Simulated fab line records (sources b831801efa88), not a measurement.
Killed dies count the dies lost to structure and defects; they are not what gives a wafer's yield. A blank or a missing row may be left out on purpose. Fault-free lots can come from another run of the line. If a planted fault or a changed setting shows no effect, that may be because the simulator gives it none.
The same fault as seen by 2 desks ; flow sky130 ; numbers are kept per desk, each desk with only its own; the story behind them comes last

== AT THE TOOL OWNER'S DESK: implanter-02 ==
The tool's own readings at SKY_VT_ADJUST_LVTN_IMPLANT_19, given as means over the sampled wafers that have a number, one for each lot that went through this tool. Marked OUT: a lot whose mean sits more than 4 standard deviations from the usual mean, which makes it out of limits; the brackets give that distance.
Columns: A = beamOnS at SKY_VT_ADJUST_LVTN_IMPLANT_19, usual 10.02 s; B = faradayCurrentUA at SKY_VT_ADJUST_LVTN_IMPLANT_19, usual 3.66
lot;first seen here;A;B
L226;day 9 09:59;14.13 (+23) OUT;2.59 (-16) OUT
L229;day 10 07:01;14.14 (+23) OUT;2.59 (-16) OUT
L238;day 13 11:11;10.06;3.64
L239;day 13 23:41;9.92;3.68
L242;day 15 21:29;10.06;3.64
This desk's finding: out of limits on L226, L229; first on L226, day 9 09:59 (beamOnS at SKY_VT_ADJUST_LVTN_IMPLANT_19). L238, L239, L242 stayed within limits.

== AT THE METROLOGY DESK ==
What the gauges read for every lot (on any tool): the sampled wafers with a number, averaged. Marked OUT: a lot whose mean sits more than 4 standard deviations from the usual mean, which makes it out of limits; the brackets give that distance.
Columns: A = VT_ADJUST_LVTN_2_TW at SKY_VT_ADJUST_LVTN_TW_MEAS_21, usual 188.4; B = VT_ADJUST_NCORE_TW at SKY_VT_ADJUST_NCORE_TW_MEAS_11, usual 217.7; C = POLY_GATE_CVD_03_THK at SKY_POLY_GATE_THK_MEAS_04, usual 74.4 nm
lot;first seen here;A;B;C
L219;day 7 11:38;188.8;214.0;75.5
L226;day 9 10:14;209.1 (+21) OUT;218.9;74.4
L229;day 10 07:15;208.8 (+21) OUT;218.4;74.0
L230;day 10 14:29;187.6;221.0;74.4
L232;day 11 03:00;187.7;218.1;74.8
L235;day 12 21:38;187.5;218.6;73.9
L237;day 13 10:52;190.0;218.1;75.3
L238;day 13 11:25;188.4;213.5;74.1
L240;day 13 23:33;189.7;220.0;73.6
L239;day 13 23:56;188.7;214.5;74.6
L241;day 14 03:38;188.7;219.5;73.4
L242;day 15 21:44;188.5;217.5;75.1
This desk's finding: out of limits on L226, L229; first on L226, day 9 10:14 (VT_ADJUST_LVTN_2_TW at SKY_VT_ADJUST_LVTN_TW_MEAS_21). L219, L230, L232, L235, L237, L238, L240, L239, L241, L242 stayed within limits.

== PUT TOGETHER ==
The tool owner's desk could have raised an alarm at day 9 09:59, on L226, L229.
Metrology desk: alarm possible at day 9 10:14 on L226, L229.
On implanter-02, each named lot ran SKY_VT_ADJUST_LVTN_IMPLANT_19.

== WHAT THE SIMULATOR HAD PUT IN ==
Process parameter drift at SKY_VT_ADJUST_LVTN_IMPLANT_19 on implanter-02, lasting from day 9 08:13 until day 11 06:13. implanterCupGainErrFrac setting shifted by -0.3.
Lots struck among those shown: L226, L229.
Hours from the fault's start to each desk's first reading out of limits: the tool owner's desk, 2; the metrology desk, 2.
